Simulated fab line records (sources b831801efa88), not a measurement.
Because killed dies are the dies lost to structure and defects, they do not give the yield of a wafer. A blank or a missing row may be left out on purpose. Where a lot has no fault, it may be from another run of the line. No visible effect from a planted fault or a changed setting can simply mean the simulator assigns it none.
fab line records ; flow gf180mcu
record lots=6; wafers=18; last-day=34
route steps=602 shown V3@445 M4@456
lots untouched by any fault: they come from a run of this same line in which no faults occurred
start-h: hours from the record's first day to the start of the lot's first wafer shown ; wait-h: hours elapsed since this lot's preceding step ; " same as the row above ; L1.1+2: one row covering several wafers at once ; - no value present, or no start provided ; * or withheld: withheld ; < > ~ a bound
route shown NAME@n: names a module that has steps shown in the file, with the first one's number in the route ; usual: the fault-free wafers' mean and standard deviation ; same: alike in all rows ; chamber/n: place in a boat ; sites: each site's reading ; _std_site: the standard deviation of these ; _edge_site: mean of outer sites minus mean of inner sites ; radius-mm: for every site, how far away it sits from the centre of the wafer ; mask NAME#n: copy n ; behind: the tool/chamber that last shaped the wafer ; hold: reason for holding the lot/hours on hold/outcome of the hold ; device: the transistor (n, p or np) that didn't switch ; end of line: the tests these same wafers got at the end of their route ; for a step that has no rows: nothing shown but its recipe ; killed: dies lost to structure and defects at the first sort, not the wafer's yield ; map: shows each die of a wafer: x if killed, . if not, _ if none is there
set.NAME: the run value of the setting; set.NAME@STEP: its run value at that earlier step ; model.NAME: the simulator's own value behind a step, which no gauge read
lots at some steps of the route; a table a step, a row a wafer
services: a tool's chamber out of use, with start hour (start-h, from the record's first day; less than 0 if before it), hours out, and reason
## steps
# step GF_V3_ETCH_16
# recipe chemistry=N2/H2; target-depth-a=withheld; overetch-a=withheld; time-s=withheld; target=BARC; ion-energy-ev=200; source-w=500; bias-w=100; pressure-mtorr=30; n2-flow-sccm=100; h2-flow-sccm=200
# step GF_V3_ETCH_17
# recipe chemistry=C4F8/O2/Ar; mask-material=KrF; target=SiO2; stop-on=TiN; source-w=1500; bias-w=1200; pressure-mtorr=40; c4f8-flow-sccm=withheld; O2_flow_sccm=6; Ar_flow_sccm=300; time-s=withheld; target-depth-a=6350
# step GF_V3_STRIP_18
# recipe chemistry=O2/N2; power-w=1400; pressure-mtorr=1500; platen-temp-c=250; o2-flow-sccm=3000; n2-flow-sccm=300; overash-fraction=0.5
# usual drypump-motor-current-A=5.6/0.49; heater-power-w=353/38; oes-product-au=0.592/0.0043
lot.wafer;tool;chamber;start-h;wait-h;drypump-motor-current-A;heater-power-w;oes-product-au;rf-hours-counter-h
L654.2;plasma-asher-01;0;535.57;-;5.1;301;0.594;10
L654.3;plasma-asher-01;1;535.57;-;5.4;401;0.595;-
L654.5;plasma-asher-01;0;535.57;-;5.1;298;0.600;-
L663.2;plasma-asher-03;0;603.62;-;5.5;343;0.588;94
L663.3;plasma-asher-03;0;603.62;-;5.5;347;0.594;-
L663.5;plasma-asher-03;0;603.62;-;5.5;350;0.594;-
L669.2;plasma-asher-01;0;649.32;-;5.1;301;0.594;23
L669.5;plasma-asher-01;1;649.32;-;5.4;411;0.595;-
L669.6;plasma-asher-01;0;649.32;-;5.1;296;0.595;-
L670.1;plasma-asher-02;1;652.77;-;5.7;337;0.595;58
L670.3;plasma-asher-02;1;652.77;-;5.7;338;0.596;-
L670.6;plasma-asher-02;0;652.77;-;6.6;353;0.586;-
L671.2;plasma-asher-02;1;666.76;-;5.7;337;0.596;59
L671.4;plasma-asher-02;0;666.76;-;6.6;358;0.594;-
L671.5;plasma-asher-02;0;666.76;-;6.6;364;0.593;-
L674.3;plasma-asher-03;0;679.44;-;5.5;343;0.594;-
L674.4;plasma-asher-03;1;679.44;-;6.1;375;0.593;-
L674.6;plasma-asher-03;0;679.44;-;5.5;349;0.589;-
# step GF_V3_STRIP_19
# recipe chemistry=post-etch-residue-remover; time-s=1200; temp-c=72.5
# step GF_V3_CLEAN_20
# recipe chemistry=DIW; dry=n2-spin
# step GF_V3_SPUTTER_21
# recipe material=Ti; target-thk-nm=15; chamber-pressure-pa=5; power-w=2500; substrate-temp-c=200; time-s=80.02
# step GF_V3_SPUTTER_22
# recipe material=TiN; target-thk-nm=10; chamber-pressure-pa=5; power-w=4000; time-s=40
# usual cathode-dc-power-W=4000.1/0.67; chamber-pressure-pa=4.998/0.011; throttle-valve-pct=30.2/0.85
lot.wafer;tool;chamber;start-h;wait-h;cathode-dc-power-W;chamber-pressure-pa;throttle-valve-pct
L654.2;pvd-sputter-01;-;536.20;0.0;3999.1;4.953;31.0
L654.3;pvd-sputter-01;-;536.20;0.0;3999.2;4.990;30.1
L654.5;pvd-sputter-01;-;536.20;0.0;3999.8;5.010;30.2
L663.2;pvd-sputter-04;-;604.26;0.0;3999.7;5.006;31.0
L663.3;pvd-sputter-04;-;604.26;0.0;4001.0;5.006;31.0
L663.5;pvd-sputter-04;-;604.26;0.0;3999.4;5.005;27.7
L669.2;pvd-sputter-02;-;649.92;0.0;4000.0;5.021;30.9
L669.5;pvd-sputter-02;-;649.92;0.0;4000.9;4.999;30.9
L669.6;pvd-sputter-02;-;649.92;0.0;4000.3;5.010;31.0
L670.1;pvd-sputter-04;-;653.40;0.0;3999.2;5.017;27.6
L670.3;pvd-sputter-04;-;653.40;0.0;3999.8;5.002;31.0
L670.6;pvd-sputter-04;-;653.40;0.0;3999.9;5.019;31.0
L671.2;pvd-sputter-04;-;667.39;0.0;4000.5;4.983;27.5
L671.4;pvd-sputter-04;-;667.39;0.0;4000.7;4.997;30.6
L671.5;pvd-sputter-04;-;667.39;0.0;4000.0;4.993;30.9
L674.3;pvd-sputter-02;-;680.01;0.0;4000.9;4.975;30.8
L674.4;pvd-sputter-02;-;680.01;0.0;3999.6;4.994;30.8
L674.6;pvd-sputter-02;-;680.01;0.0;4000.0;4.977;30.7
# step GF_V3_CVD_23
# recipe material=W; target-thk-nm=350; time-s=104.9; temp-c=400; pressure-torr=40
# step GF_V3_RS_MEAS_24
# recipe thk-meas-gauge=four-point-probe; reads=W_of_V3_CVD_23+TiN_of_V3_SPUTTER_22+Ti_of_V3_SPUTTER_21
# usual V3_W_RS=0.3262/0.0025
lot.wafer;tool;chamber;start-h;wait-h;V3_W_RS[ohm/sq]
L654.2;film-metro-03;-;536.37;0.1;0.3263
L654.3;film-metro-03;-;536.37;0.1;0.3256
L654.5;film-metro-03;-;536.37;0.1;0.3249
L663.2;film-metro-04;-;604.43;0.1;0.3276
L663.3;film-metro-04;-;604.43;0.1;0.3267
L663.5;film-metro-04;-;604.43;0.1;0.3264
L669.2;film-metro-01;-;650.09;0.1;0.3286
L669.5;film-metro-01;-;650.09;0.1;0.3259
L669.6;film-metro-01;-;650.09;0.1;0.3276
L670.1;film-metro-01;-;653.55;0.1;0.3288
L670.3;film-metro-01;-;653.55;0.1;0.3252
L670.6;film-metro-01;-;653.55;0.1;0.3256
L671.2;film-metro-04;-;667.56;0.1;0.3245
L671.4;film-metro-04;-;667.56;0.1;0.3264
L671.5;film-metro-04;-;667.56;0.1;0.3280
L674.3;film-metro-03;-;680.20;0.1;0.3256
L674.4;film-metro-03;-;680.20;0.1;0.3261
L674.6;film-metro-03;-;680.20;0.1;0.3282
# step GF_V3_THK_MEAS_25
# recipe thk-meas-gauge=xrf; reads=W_of_V3_CVD_23
# usual V3_W_THK=365/3.9
lot.wafer;tool;chamber;start-h;wait-h;V3_W_THK[nm]
L654.2;film-metro-03;-;536.48;0.1;365
L654.3;film-metro-03;-;536.48;0.1;364
L654.5;film-metro-03;-;536.48;0.1;364
L663.2;film-metro-04;-;604.54;0.1;361
L663.3;film-metro-04;-;604.54;0.1;361
L663.5;film-metro-04;-;604.54;0.1;363
L669.2;film-metro-01;-;650.20;0.1;367
L669.5;film-metro-01;-;650.20;0.1;369
L669.6;film-metro-01;-;650.20;0.1;369
L670.1;film-metro-01;-;653.67;0.1;368
L670.3;film-metro-01;-;653.67;0.1;373
L670.6;film-metro-01;-;653.67;0.1;371
L671.2;film-metro-04;-;667.67;0.1;363
L671.4;film-metro-04;-;667.67;0.1;359
L671.5;film-metro-04;-;667.67;0.1;357
L674.3;film-metro-03;-;680.30;0.1;365
L674.4;film-metro-03;-;680.30;0.1;365
L674.6;film-metro-03;-;680.30;0.1;362
# step GF_V3_CMP_26
# recipe stop-on=SiO2; down-force-psi=3.5; platen-rpm=60; t-overpolish-s=15; target-thk-nm=0; pad-velocity-m-s=0.94248
# step GF_M4_SPUTTER_00
# recipe material=Ti; target-thk-nm=37.5; arriving-ion-energy-ev=80; substrate-temp-c=200; chamber-pressure-pa=2; power-w=4000; time-s=150
# usual cathode-dc-power-W=4000.0/0.77; chamber-pressure-pa=2.000/0.004; throttle-valve-pct=30.2/1.1
lot.wafer;tool;chamber;start-h;wait-h;cathode-dc-power-W;chamber-pressure-pa;throttle-valve-pct
L654.2;pvd-sputter-02;-;536.83;0.1;3998.9;2.001;30.5
L654.3;pvd-sputter-02;-;536.83;0.1;4000.1;2.005;30.6
L654.5;pvd-sputter-02;-;536.83;0.1;3998.9;2.002;31.0
L663.2;pvd-sputter-03;-;604.89;0.1;3999.1;2.003;30.4
L663.3;pvd-sputter-03;-;604.89;0.1;3999.4;2.001;30.3
L663.5;pvd-sputter-03;-;604.89;0.1;4000.7;2.005;30.2
L669.2;pvd-sputter-03;-;650.55;0.1;4000.6;2.001;28.7
L669.5;pvd-sputter-03;-;650.55;0.1;4000.5;1.996;30.7
L669.6;pvd-sputter-03;-;650.55;0.1;3999.3;2.004;28.7
L670.1;pvd-sputter-02;-;654.25;0.1;4000.2;1.998;30.6
L670.3;pvd-sputter-02;-;654.25;0.1;4000.7;1.998;30.7
L670.6;pvd-sputter-02;-;654.25;0.1;4001.3;2.000;30.7
L671.2;pvd-sputter-02;-;668.02;0.1;3999.6;2.005;30.8
L671.4;pvd-sputter-02;-;668.02;0.1;3999.5;2.002;30.8
L671.5;pvd-sputter-02;-;668.02;0.1;3999.1;1.995;30.5
L674.3;pvd-sputter-04;-;680.64;0.2;3999.4;2.003;27.4
L674.4;pvd-sputter-04;-;680.64;0.2;3999.7;2.001;31.2
L674.6;pvd-sputter-04;-;680.64;0.2;4000.4;2.000;31.3
# step GF_M4_SPUTTER_01
# recipe material=TiN; target-thk-nm=30; power-w=6500; time-s=25; chamber-pressure-pa=0.4
# usual cathode-dc-power-W=6500.0/1.1; chamber-pressure-pa=0.4001/0.00072; throttle-valve-pct=30.2/1
lot.wafer;tool;chamber;start-h;wait-h;cathode-dc-power-W;chamber-pressure-pa;throttle-valve-pct
L654.2;pvd-sputter-02;-;536.93;0.1;6499.9;0.3994;30.5
L654.3;pvd-sputter-02;-;536.93;0.1;6498.0;0.3995;30.5
L654.5;pvd-sputter-02;-;536.93;0.1;6499.5;0.4000;30.8
L663.2;pvd-sputter-03;-;604.99;0.1;6498.8;0.4008;30.5
L663.3;pvd-sputter-03;-;604.99;0.1;6501.3;0.4007;30.2
L663.5;pvd-sputter-03;-;604.99;0.1;6498.8;0.4001;30.4
L669.2;pvd-sputter-03;-;650.65;0.1;-;-;-
L669.5;pvd-sputter-03;-;650.65;0.1;-;-;-
L669.6;pvd-sputter-03;-;650.65;0.1;-;-;-
L670.1;pvd-sputter-02;-;654.35;0.1;-;-;-
L670.3;pvd-sputter-02;-;654.35;0.1;-;-;-
L670.6;pvd-sputter-02;-;654.35;0.1;-;-;-
L671.2;pvd-sputter-02;-;668.12;0.1;6500.0;0.3994;30.6
L671.4;pvd-sputter-02;-;668.12;0.1;6500.7;0.3996;30.4
L671.5;pvd-sputter-02;-;668.12;0.1;6501.2;0.3994;30.4
L674.3;pvd-sputter-04;-;680.74;0.1;6501.6;0.3993;27.7
L674.4;pvd-sputter-04;-;680.74;0.1;6500.2;0.3997;31.1
L674.6;pvd-sputter-04;-;680.74;0.1;6500.4;0.3996;31.0
# step GF_M4_SPUTTER_02
# recipe material=AlCu; target-thk-nm=450; power-w=10600; time-s=23.9; chamber-pressure-pa=0.4
# step GF_M4_SPUTTER_03
# recipe material=Ti; target-thk-nm=10; substrate-temp-c=300; chamber-pressure-pa=0.3; power-w=3000; time-s=6.7
# usual cathode-dc-power-W=3000.1/0.57; chamber-pressure-pa=0.3000/0.00059; throttle-valve-pct=30.1/1
lot.wafer;tool;chamber;start-h;wait-h;cathode-dc-power-W;chamber-pressure-pa;throttle-valve-pct
L654.2;pvd-sputter-02;-;536.99;0.0;3000.6;0.3007;30.5
L654.3;pvd-sputter-02;-;536.99;0.0;3000.7;0.2999;30.4
L654.5;pvd-sputter-02;-;536.99;0.0;3000.3;0.2998;30.9
L663.2;pvd-sputter-03;-;605.05;0.0;2999.9;0.3002;30.5
L663.3;pvd-sputter-03;-;605.05;0.0;2999.8;0.3003;30.2
L663.5;pvd-sputter-03;-;605.05;0.0;2999.8;0.2998;30.5
L669.2;pvd-sputter-03;-;650.71;0.0;2999.6;0.3002;28.9
L669.5;pvd-sputter-03;-;650.71;0.0;2999.3;0.3005;30.8
L669.6;pvd-sputter-03;-;650.71;0.0;2998.9;0.3003;28.7
L670.1;pvd-sputter-02;-;654.41;0.0;3000.3;0.2997;30.8
L670.3;pvd-sputter-02;-;654.41;0.0;3000.2;0.3003;31.1
L670.6;pvd-sputter-02;-;654.41;0.0;3000.4;0.2991;30.7
L671.2;pvd-sputter-02;-;668.18;0.0;3000.4;0.3004;30.7
L671.4;pvd-sputter-02;-;668.18;0.0;3000.9;0.3002;30.0
L671.5;pvd-sputter-02;-;668.18;0.0;2998.7;0.2995;30.1
L674.3;pvd-sputter-04;-;680.80;0.0;3000.6;0.2998;27.6
L674.4;pvd-sputter-04;-;680.80;0.0;2999.4;0.3007;30.8
L674.6;pvd-sputter-04;-;680.80;0.0;2999.9;0.3015;31.0
# step GF_M4_SPUTTER_04
# recipe material=TiN; target-thk-nm=50; power-w=6500; time-s=41.7; chamber-pressure-pa=0.4
# step GF_M4_DEHYDRATE_07
# recipe temp-c=200; time-s=60
# step GF_M4_HMDS_08
# recipe prime-time-s=60; prime-temp-c=120
# step GF_M4_COAT_09
# recipe resist=KrF; spin-rpm=withheld; resist-thk-nm=1000
# step GF_M4_SOFTBAKE_10
# recipe temp-c=130; time-s=60; resist=KrF
# step GF_M4_EXPOSE_11
# recipe mask-id=Metal4; target-cd-nm=280; na=0.68; source-shape=conventional; sigma-outer=0.6; dose-mj=28
# step GF_M4_PEB_12
# recipe peb-temp-c=135; peb-time-s=90; resist=KrF
# step GF_M4_DEVELOP_13
# recipe develop-time-s=60; dev-temp-c=21
# step GF_M4_CD_MEAS_14
# recipe target-cd-nm=280
# usual cd-nm=280.1/1.2
lot.wafer;tool;chamber;start-h;wait-h;cd-nm
L654.2;cd-sem-01;-;559.32;0.1;280.8
L654.3;cd-sem-01;-;559.32;0.1;280.4
L654.5;cd-sem-01;-;559.32;0.1;281.2
L663.2;cd-sem-01;-;626.36;0.1;280.9
L663.3;cd-sem-01;-;626.36;0.1;279.0
L663.5;cd-sem-01;-;626.36;0.1;280.9
L669.2;cd-sem-01;-;670.61;0.1;279.7
L669.5;cd-sem-01;-;670.61;0.1;279.4
L669.6;cd-sem-01;-;670.61;0.1;278.9
L670.1;cd-sem-01;-;673.79;0.1;280.4
L670.3;cd-sem-01;-;673.79;0.1;279.4
L670.6;cd-sem-01;-;673.79;0.1;280.4
L671.2;cd-sem-01;-;687.26;0.1;279.0
L671.4;cd-sem-01;-;687.26;0.1;278.7
L671.5;cd-sem-01;-;687.26;0.1;278.4
L674.3;cd-sem-02;-;699.43;0.1;280.1
L674.4;cd-sem-02;-;699.43;0.1;280.0
L674.6;cd-sem-02;-;699.43;0.1;281.1
# step GF_M4_OVL_MEAS_15
# usual M4_OVL=5/5.4
lot.wafer;tool;chamber;start-h;wait-h;M4_OVL[nm]
L654.2;overlay-01;-;559.42;0.1;5
L654.3;overlay-01;-;559.42;0.1;5
L654.5;overlay-01;-;559.42;0.1;7
L663.2;overlay-01;-;626.46;0.1;0
L663.3;overlay-01;-;626.46;0.1;-5
L663.5;overlay-01;-;626.46;0.1;-7
L669.2;overlay-02;-;670.72;0.1;2
L669.5;overlay-02;-;670.72;0.1;2
L669.6;overlay-02;-;670.72;0.1;4
L670.1;overlay-02;-;673.91;0.1;1
L670.3;overlay-02;-;673.91;0.1;3
L670.6;overlay-02;-;673.91;0.1;0
L671.2;overlay-02;-;687.36;0.1;-1
L671.4;overlay-02;-;687.36;0.1;1
L671.5;overlay-02;-;687.36;0.1;-2
L674.3;overlay-01;-;699.52;0.1;3
L674.4;overlay-01;-;699.52;0.1;8
L674.6;overlay-01;-;699.52;0.1;2
# step GF_M4_METAL_ETCH_16
# recipe chemistry=Cl2/BCl3; mask-material=KrF; target-depth-nm=627.5; stop-on=SiO2; pressure-mtorr=8; icp-w=800; bias-w=140; Cl2_flow_sccm=80; bcl3-flow-sccm=40; time-s=104.6
# usual drypump-motor-current-A=5.9/0.44; he-backside-leak-sccm=3.4/0.35; oes-product-au=0.972/0.0067; throttle-valve-pct=28.250/0.0099
lot.wafer;tool;chamber;start-h;wait-h;drypump-motor-current-A;he-backside-leak-sccm;oes-product-au;rf-hours-counter-h;throttle-valve-pct
L654.2;rie-metal-03;1;559.45;0.0;5.1;3.4;0.974;6;28.259
L654.3;rie-metal-03;0;559.45;0.0;6.7;3.8;0.970;-;28.239
L654.5;rie-metal-03;0;559.45;0.0;6.6;3.5;0.971;-;28.249
L663.2;rie-metal-03;0;626.49;0.0;6.7;3.5;0.977;13;28.261
L663.3;rie-metal-03;0;626.49;0.0;6.7;3.6;0.981;-;28.255
L663.5;rie-metal-03;1;626.49;0.0;5.1;3.5;0.965;-;28.263
L669.2;rie-metal-01;0;670.75;0.0;5.9;3.1;0.949;0;28.278
L669.5;rie-metal-01;1;670.75;0.0;5.9;3.0;0.937;-;28.280
L669.6;rie-metal-01;0;670.75;0.0;5.9;3.2;0.947;-;28.273
L670.1;rie-metal-03;0;673.94;0.0;6.6;3.5;0.945;0;28.288
L670.3;rie-metal-03;0;673.94;0.0;6.6;3.4;0.946;-;28.296
L670.6;rie-metal-03;1;673.94;0.0;5.2;3.4;0.941;-;28.283
L671.2;rie-metal-02;0;687.39;0.0;6.1;3.4;0.969;6;28.235
L671.4;rie-metal-02;1;687.39;0.0;5.9;3.3;0.980;-;28.251
L671.5;rie-metal-02;1;687.39;0.0;5.9;3.2;0.981;-;28.249
L674.3;rie-metal-01;1;699.58;0.1;5.9;3.1;0.974;-;28.250
L674.4;rie-metal-01;0;699.58;0.1;5.9;3.0;0.971;-;28.258
L674.6;rie-metal-01;1;699.58;0.1;5.9;3.0;0.973;-;28.253
# step GF_M4_STRIP_17
# recipe chemistry=O2/N2; power-w=1400; pressure-mtorr=1500; platen-temp-c=250; o2-flow-sccm=3000; n2-flow-sccm=300; overash-fraction=0.5
# usual drypump-motor-current-A=5.3/0.4; heater-power-w=357/31; oes-product-au=0.558/0.005; strip-time-to-endpoint-s=7.88/0.035
lot.wafer;tool;chamber;start-h;wait-h;drypump-motor-current-A;heater-power-w;oes-product-au;rf-hours-counter-h;strip-time-to-endpoint-s
L654.2;plasma-asher-03;0;559.56;0.1;5.5;343;0.556;90;7.91
L654.3;plasma-asher-03;0;559.56;0.1;5.5;343;0.556;-;7.85
L654.5;plasma-asher-03;1;559.56;0.1;6.1;375;0.553;-;7.89
L663.2;plasma-asher-04;1;626.61;0.1;5.1;374;0.560;84;7.93
L663.3;plasma-asher-04;0;626.61;0.1;4.9;345;0.558;-;7.90
L663.5;plasma-asher-04;1;626.61;0.1;5.1;385;0.556;-;7.87
L669.2;plasma-asher-03;1;670.86;0.1;6.1;377;0.567;102;7.93
L669.5;plasma-asher-03;1;670.86;0.1;6.2;377;0.567;-;7.88
L669.6;plasma-asher-03;0;670.86;0.1;5.4;337;0.563;-;7.90
L670.1;plasma-asher-01;0;674.06;0.1;5.1;300;0.557;25;7.94
L670.3;plasma-asher-01;0;674.06;0.1;5.1;297;0.552;-;7.89
L670.6;plasma-asher-01;1;674.06;0.1;5.4;409;0.564;-;7.91
L671.2;plasma-asher-03;1;687.51;0.1;6.1;368;0.559;103;7.83
L671.4;plasma-asher-03;0;687.51;0.1;5.4;351;0.556;-;7.86
L671.5;plasma-asher-03;0;687.51;0.1;5.4;356;0.562;-;7.88
L674.3;plasma-asher-04;1;699.69;0.1;5.1;375;0.557;-;7.83
L674.4;plasma-asher-04;0;699.69;0.1;4.9;341;0.558;-;7.86
L674.6;plasma-asher-04;0;699.69;0.1;4.9;335;0.552;-;7.85
## services
tool;chamber;start-h;hours;kind
pvd-sputter-02;-;518.16;1.0;repair
plasma-asher-04;-;536.63;1.4;repair
plasma-asher-04;-;543.75;2.8;pm
plasma-asher-01;-;563.21;0.4;repair
plasma-asher-04;-;604.55;0.5;repair
pvd-sputter-02;-;615.35;30.1;repair
plasma-asher-02;-;617.51;28.1;pm
plasma-asher-03;-;617.92;4.5;repair
pvd-sputter-03;3;619.70;-;consumable-replace:kit
pvd-sputter-03;3;619.70;18.0;scheduled-down
pvd-sputter-03;3;619.70;18.0;vent-cycle
pvd-sputter-04;3;631.40;-;consumable-replace:kit
pvd-sputter-04;3;631.40;18.0;scheduled-down
pvd-sputter-04;3;631.40;18.0;vent-cycle
rie-metal-01;-;640.70;2.8;pm
rie-metal-03;0;658.29;-;clean
rie-metal-03;0;658.29;13.2;scheduled-down
plasma-asher-01;-;658.70;0.7;repair
rie-metal-03;-;671.08;1.4;pm
pvd-sputter-03;-;671.26;3.5;repair
plasma-asher-03;-;682.79;2.2;repair
pvd-sputter-03;2;683.69;-;consumable-replace:kit
pvd-sputter-03;2;683.69;18.0;scheduled-down
pvd-sputter-03;2;683.69;18.0;vent-cycle
## key
first-sign step=GF_M4_SPUTTER_01; reading=tool-record; direction=missing
effect step=GF_M4_METAL_ETCH_16; reading=oes-product-au; direction=down; sigmas=4.1; usual=0.972; struck=0.944
met-at GF_M4_SPUTTER_01
struck-wafers L669.2,L669.5,L669.6,L670.1,L670.3,L670.6
later-rows-left-out L669.2,L669.5,L669.6,L670.1,L670.3,L670.6
sort-left-out L669.2,L669.5,L669.6,L670.1,L670.3,L670.6
onset-between 604.99 650.65
fault kind=skipped-step-whole; tool=pvd-sputter-02,pvd-sputter-03; chamber=-; onset-h=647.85; steps=GF_M4_SPUTTER_01; scope=struck-lots-only
# sort-left-out: the simulated sort isn't trusted on such a fault, so these wafers' sort isn't shown, and their yield isn't known
# later-rows-left-out: the simulator's readings of these wafers behind a module that went badly wrong aren't trusted and aren't shown, but for the sort
